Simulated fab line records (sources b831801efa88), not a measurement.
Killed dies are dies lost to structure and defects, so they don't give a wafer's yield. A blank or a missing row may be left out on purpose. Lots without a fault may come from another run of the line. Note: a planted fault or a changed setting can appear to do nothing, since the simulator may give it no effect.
Which tool did it? + flow sky130 + 13 lots, 39 wafers sampled, at 4 steps of a route of 708

## WHAT EACH GAUGE READ, for each wafer
SKY_PASSIVATION_THK_MEAS_03.
| lot  | measured     | on            | PASSIVATION_CVD_02_THK (nm) |
|------|--------------|---------------|-----------------------------|
| L852 | day 43 22:25 | film-metro-01 | 546 523 539                 |
| L853 | day 43 22:40 | film-metro-04 | 534 530 543                 |
| L854 | day 44 11:31 | film-metro-02 | 532 543 536                 |
| L856 | day 44 20:09 | film-metro-04 | 529 536 536                 |
| L858 | day 45 12:22 | film-metro-04 | 533 546 546                 |
| L857 | day 45 15:21 | film-metro-01 | 539 546 545                 |
| L859 | day 46 07:45 | film-metro-02 | 529 550 535                 |
| L861 | day 46 10:20 | film-metro-02 | 520 534 534                 |
| L863 | day 47 00:50 | film-metro-02 | 529 533 541                 |
| L866 | day 47 13:08 | film-metro-02 | 545 533 549                 |
| L868 | day 48 00:20 | film-metro-04 | 539 534 541                 |
| L869 | day 48 06:04 | film-metro-04 | 530 533 544                 |
| L873 | day 48 22:29 | film-metro-04 | 542 546 540                 |

## WHAT TOOL EACH LOT RAN ON (gives the tool, then ch and the chambers of the sampled wafers, and finally the start)
| lot  | SKY_METAL2_SPUTTER_03        | SKY_METAL4_SPUTTER_00        | SKY_METAL4_SPUTTER_03        |
|------|------------------------------|------------------------------|------------------------------|
| L852 | pvd-sputter-03, day 34 02:49 | pvd-sputter-01, day 39 19:38 | pvd-sputter-01, day 39 19:43 |
| L853 | pvd-sputter-02, day 34 04:14 | pvd-sputter-01, day 39 20:14 | pvd-sputter-01, day 39 20:19 |
| L854 | pvd-sputter-03, day 34 20:04 | pvd-sputter-01, day 40 09:43 | pvd-sputter-01, day 40 09:49 |
| L856 | pvd-sputter-04, day 35 04:01 | pvd-sputter-01, day 40 20:01 | pvd-sputter-01, day 40 20:06 |
| L858 | pvd-sputter-04, day 35 22:51 | pvd-sputter-03, day 41 12:25 | pvd-sputter-03, day 41 12:29 |
| L857 | pvd-sputter-03, day 36 02:33 | pvd-sputter-03, day 41 15:28 | pvd-sputter-03, day 41 15:32 |
| L859 | pvd-sputter-03, day 37 00:59 | pvd-sputter-03, day 42 11:11 | pvd-sputter-03, day 42 11:16 |
| L861 | pvd-sputter-03, day 37 02:40 | pvd-sputter-04, day 42 13:13 | pvd-sputter-04, day 42 13:17 |
| L863 | pvd-sputter-03, day 37 21:59 | pvd-sputter-04, day 43 06:43 | pvd-sputter-04, day 43 06:48 |
| L866 | pvd-sputter-02, day 38 12:28 | pvd-sputter-04, day 43 18:40 | pvd-sputter-04, day 43 18:44 |
| L868 | pvd-sputter-03, day 39 02:49 | pvd-sputter-03, day 44 09:29 | pvd-sputter-03, day 44 09:34 |
| L869 | pvd-sputter-03, day 39 10:04 | pvd-sputter-03, day 44 15:16 | pvd-sputter-03, day 44 15:22 |
| L873 | pvd-sputter-02, day 40 08:20 | pvd-sputter-03, day 45 10:29 | pvd-sputter-03, day 45 10:35 |
- SKY_METAL2_SPUTTER_03: material Ti, target thk 5 nm, time 3.3 s.
- SKY_METAL4_SPUTTER_00: material Ti, target thk 15 nm, time 10 s.
- SKY_METAL4_SPUTTER_03: material Ti, target thk 5 nm, time 3.3 s.

## WHAT THE TOOLS THEMSELVES READ (means of the sampled wafers that have a number; where no wafer has one, the mark that the record gives instead)
SKY_METAL2_SPUTTER_03.
| lot  | tool           | throttle-valve-pct (%) |
|------|----------------|------------------------|
| L852 | pvd-sputter-03 | 31.0                   |
| L853 | pvd-sputter-02 | 29.9                   |
| L854 | pvd-sputter-03 | 31.0                   |
| L856 | pvd-sputter-04 | 29.9                   |
| L858 | pvd-sputter-04 | 30.0                   |
| L857 | pvd-sputter-03 | 31.2                   |
| L859 | pvd-sputter-03 | 30.6                   |
| L861 | pvd-sputter-03 | 31.4                   |
| L863 | pvd-sputter-03 | 31.0                   |
| L866 | pvd-sputter-02 | 29.8                   |
| L868 | pvd-sputter-03 | 31.0                   |
| L869 | pvd-sputter-03 | 30.7                   |
| L873 | pvd-sputter-02 | 30.2                   |

SKY_METAL4_SPUTTER_00.
| lot  | tool           | throttle-valve-pct (%) |
|------|----------------|------------------------|
| L852 | pvd-sputter-01 | 29.3                   |
| L853 | pvd-sputter-01 | 29.4                   |
| L854 | pvd-sputter-01 | 30.2                   |
| L856 | pvd-sputter-01 | 30.1                   |
| L858 | pvd-sputter-03 | 30.9                   |
| L857 | pvd-sputter-03 | 31.2                   |
| L859 | pvd-sputter-03 | 31.3                   |
| L861 | pvd-sputter-04 | 30.2                   |
| L863 | pvd-sputter-04 | 30.0                   |
| L866 | pvd-sputter-04 | 30.0                   |
| L868 | pvd-sputter-03 | 30.7                   |
| L869 | pvd-sputter-03 | 30.6                   |
| L873 | pvd-sputter-03 | 30.9                   |

SKY_METAL4_SPUTTER_03.
| lot  | tool           | throttle-valve-pct (%) |
|------|----------------|------------------------|
| L852 | pvd-sputter-01 | 29.3                   |
| L853 | pvd-sputter-01 | 29.3                   |
| L854 | pvd-sputter-01 | 30.2                   |
| L856 | pvd-sputter-01 | 30.1                   |
| L858 | pvd-sputter-03 | 31.0                   |
| L857 | pvd-sputter-03 | 31.5                   |
| L859 | pvd-sputter-03 | 31.2                   |
| L861 | pvd-sputter-04 | 30.0                   |
| L863 | pvd-sputter-04 | 29.8                   |
| L866 | pvd-sputter-04 | 29.9                   |
| L868 | pvd-sputter-03 | 30.8                   |
| L869 | pvd-sputter-03 | 30.9                   |
| L873 | pvd-sputter-03 | 31.0                   |

## THE ANSWER, worked out from the rows above alone
Rule: the lots themselves supply what counts as usual. The widest of any qualifying gaps counts: lots, ordered by their means at a reading, are off when they make up no more than a third of the lots, leave a main group of 4 or more, and stand apart from it by 3 or more times the standard deviation of that group's means. Not used: any main group whose means are identical at the precision the tables above print for the reading. A lot without any number at a reading at which 4 lots or more have one is off too. Any other lot the step has rows for is counted as sound. Order of review: gauges by route order, followed by the tools' own readings, for which a lot's mean as printed above is used. At the first step where some lot is off, the reading lying furthest off is the one used; lots without a number count as furthest.
Across all readings shown, no lot is off: no conclusion can be drawn from this.

## WHAT THE SIMULATOR HAD INSERTED
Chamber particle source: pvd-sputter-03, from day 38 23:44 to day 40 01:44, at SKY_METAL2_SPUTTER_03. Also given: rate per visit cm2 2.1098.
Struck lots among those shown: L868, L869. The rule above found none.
